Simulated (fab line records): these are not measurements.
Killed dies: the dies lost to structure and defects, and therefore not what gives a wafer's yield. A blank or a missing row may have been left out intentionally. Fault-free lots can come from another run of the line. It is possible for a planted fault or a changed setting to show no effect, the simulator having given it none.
Shared-tool check / flow sky130 / Sampled: 12 lots, 36 wafers

== WHY THIS WAS OPENED ==
At SKY_VT_ADJUST_HVTR_TW_MEAS_11 the reading VT_ADJUST_HVTR_TW is flagged on 2 of 12 lots. Fault-free wafers read 213.1, with a standard deviation of 1.9.
Rule: a lot is flagged in two cases, either no wafer of it has a number, or all its wafers with numbers fall more than 4 standard deviations from that mean. All remaining lots are regarded as sound.

lot=L932; measured=day 9 18:59; on=film-metro-01; VT_ADJUST_HVTR_TW, wafer by wafer=211.1 211.2 211.8; flag=
lot=L933; measured=day 10 00:52; on=film-metro-03; VT_ADJUST_HVTR_TW, wafer by wafer=214.6 214.6 214.8; flag=
lot=L937; measured=day 10 23:45; on=film-metro-03; VT_ADJUST_HVTR_TW, wafer by wafer=215.5 215.1 214.5; flag=
lot=L941; measured=day 12 03:54; on=film-metro-02; VT_ADJUST_HVTR_TW, wafer by wafer=211.8 212.4 211.7; flag=
lot=L942; measured=day 12 07:44; on=film-metro-01; VT_ADJUST_HVTR_TW, wafer by wafer=210.9 211.8 212.7; flag=
lot=L943; measured=day 12 15:58; on=film-metro-03; VT_ADJUST_HVTR_TW, wafer by wafer=262.6 263.0 262.1; flag=FLAGGED
lot=L947; measured=day 13 21:40; on=film-metro-01; VT_ADJUST_HVTR_TW, wafer by wafer=256.5 257.9 257.3; flag=FLAGGED
lot=L949; measured=day 14 14:24; on=film-metro-03; VT_ADJUST_HVTR_TW, wafer by wafer=214.0 211.5 212.1; flag=
lot=L950; measured=day 14 19:18; on=film-metro-03; VT_ADJUST_HVTR_TW, wafer by wafer=212.0 211.3 213.7; flag=
lot=L953; measured=day 15 20:12; on=film-metro-01; VT_ADJUST_HVTR_TW, wafer by wafer=212.0 212.6 211.9; flag=
lot=L954; measured=day 16 04:10; on=film-metro-01; VT_ADJUST_HVTR_TW, wafer by wafer=211.0 212.0 211.4; flag=
lot=L955; measured=day 16 06:33; on=film-metro-01; VT_ADJUST_HVTR_TW, wafer by wafer=211.7 212.0 211.6; flag=
Average over the flagged lots: 259.9; offset from the usual +46.8, equal to +25 standard deviations.

== TOOL THAT RAN EACH LOT ==
The record holds 2 process steps before the reading, out of a route of 708 steps. Read each cell as the tool, then ch plus the chambers that the sampled wafers visited, then the start.
lot=L932; flag=; SKY_VT_ADJUST_HVTR_IMPLANT_09=implanter-02 ch 0, day 9 18:46; SKY_VT_ADJUST_HVTR_STRIP_10=plasma-asher-03 ch 0,1, day 9 18:53
lot=L933; flag=; SKY_VT_ADJUST_HVTR_IMPLANT_09=implanter-04 ch 0, day 10 00:38; SKY_VT_ADJUST_HVTR_STRIP_10=plasma-asher-01 ch 0,1, day 10 00:46
lot=L937; flag=; SKY_VT_ADJUST_HVTR_IMPLANT_09=implanter-02 ch 0, day 10 23:31; SKY_VT_ADJUST_HVTR_STRIP_10=plasma-asher-03 ch 0,1, day 10 23:38
lot=L941; flag=; SKY_VT_ADJUST_HVTR_IMPLANT_09=implanter-04 ch 0, day 12 03:39; SKY_VT_ADJUST_HVTR_STRIP_10=plasma-asher-01 ch 1, day 12 03:48
lot=L942; flag=; SKY_VT_ADJUST_HVTR_IMPLANT_09=implanter-04 ch 0, day 12 07:29; SKY_VT_ADJUST_HVTR_STRIP_10=plasma-asher-03 ch 0,1, day 12 07:38
lot=L943; flag=FLAGGED; SKY_VT_ADJUST_HVTR_IMPLANT_09=implanter-02 ch 0, day 12 15:24; SKY_VT_ADJUST_HVTR_STRIP_10=plasma-asher-01 ch 0,1, day 12 15:52
lot=L947; flag=FLAGGED; SKY_VT_ADJUST_HVTR_IMPLANT_09=implanter-03 ch 0, day 13 21:06; SKY_VT_ADJUST_HVTR_STRIP_10=plasma-asher-01 ch 0,1, day 13 21:34
lot=L949; flag=; SKY_VT_ADJUST_HVTR_IMPLANT_09=implanter-03 ch 0, day 14 14:09; SKY_VT_ADJUST_HVTR_STRIP_10=plasma-asher-03 ch 0,1, day 14 14:18
lot=L950; flag=; SKY_VT_ADJUST_HVTR_IMPLANT_09=implanter-04 ch 0, day 14 19:04; SKY_VT_ADJUST_HVTR_STRIP_10=plasma-asher-03 ch 1, day 14 19:11
lot=L953; flag=; SKY_VT_ADJUST_HVTR_IMPLANT_09=implanter-02 ch 0, day 15 19:57; SKY_VT_ADJUST_HVTR_STRIP_10=plasma-asher-01 ch 0,1, day 15 20:06
lot=L954; flag=; SKY_VT_ADJUST_HVTR_IMPLANT_09=implanter-04 ch 0, day 16 03:56; SKY_VT_ADJUST_HVTR_STRIP_10=plasma-asher-04 ch 0, day 16 04:03
lot=L955; flag=; SKY_VT_ADJUST_HVTR_IMPLANT_09=implanter-02 ch 0, day 16 06:18; SKY_VT_ADJUST_HVTR_STRIP_10=plasma-asher-04 ch 0,1, day 16 06:27
These steps, and what they do:
- SKY_VT_ADJUST_HVTR_IMPLANT_09
- SKY_VT_ADJUST_HVTR_STRIP_10: strips in O2/N2.
- SKY_VT_ADJUST_HVTR_TW_MEAS_11

== FLAGGED AGAINST TOTAL, ONE TOOL AT A TIME (gauges that did the reading follow at the end) ==
step=SKY_VT_ADJUST_HVTR_IMPLANT_09; tool=implanter-02; lots run=5; flagged=1; share of the flagged lots=some; sound lots run after its first flagged lot=2 (L953,L955)
step=SKY_VT_ADJUST_HVTR_IMPLANT_09; tool=implanter-03; lots run=2; flagged=1; share of the flagged lots=some; sound lots run after its first flagged lot=1 (L949)
step=SKY_VT_ADJUST_HVTR_IMPLANT_09; tool=implanter-04; lots run=5; flagged=0; share of the flagged lots=none; sound lots run after its first flagged lot=-
step=SKY_VT_ADJUST_HVTR_STRIP_10; tool=plasma-asher-01; lots run=5; flagged=2; share of the flagged lots=all; sound lots run after its first flagged lot=1 (L953)
step=SKY_VT_ADJUST_HVTR_STRIP_10; tool=plasma-asher-03; lots run=5; flagged=0; share of the flagged lots=none; sound lots run after its first flagged lot=-
step=SKY_VT_ADJUST_HVTR_STRIP_10; tool=plasma-asher-04; lots run=2; flagged=0; share of the flagged lots=none; sound lots run after its first flagged lot=-
step=SKY_VT_ADJUST_HVTR_TW_MEAS_11; tool=film-metro-01; lots run=6; flagged=1; share of the flagged lots=some; sound lots run after its first flagged lot=3 (L953,L954,L955)
step=SKY_VT_ADJUST_HVTR_TW_MEAS_11; tool=film-metro-02; lots run=1; flagged=0; share of the flagged lots=none; sound lots run after its first flagged lot=-
step=SKY_VT_ADJUST_HVTR_TW_MEAS_11; tool=film-metro-03; lots run=5; flagged=1; share of the flagged lots=some; sound lots run after its first flagged lot=2 (L949,L950)

== WHAT THE TABLE ALLOWS ==
Rows of the table that ran each flagged lot: 1, that is plasma-asher-01 at SKY_VT_ADJUST_HVTR_STRIP_10.
- plasma-asher-01 at SKY_VT_ADJUST_HVTR_STRIP_10 ran 5 lots, 2 of them flagged. Sound lots ran on it after the first flagged one (L953), which a lasting fault on the whole tool wouldn't allow.
No row of the table ran every flagged lot and no sound lot after the first.

== WHAT THE SIMULATOR HAD PUT IN ==
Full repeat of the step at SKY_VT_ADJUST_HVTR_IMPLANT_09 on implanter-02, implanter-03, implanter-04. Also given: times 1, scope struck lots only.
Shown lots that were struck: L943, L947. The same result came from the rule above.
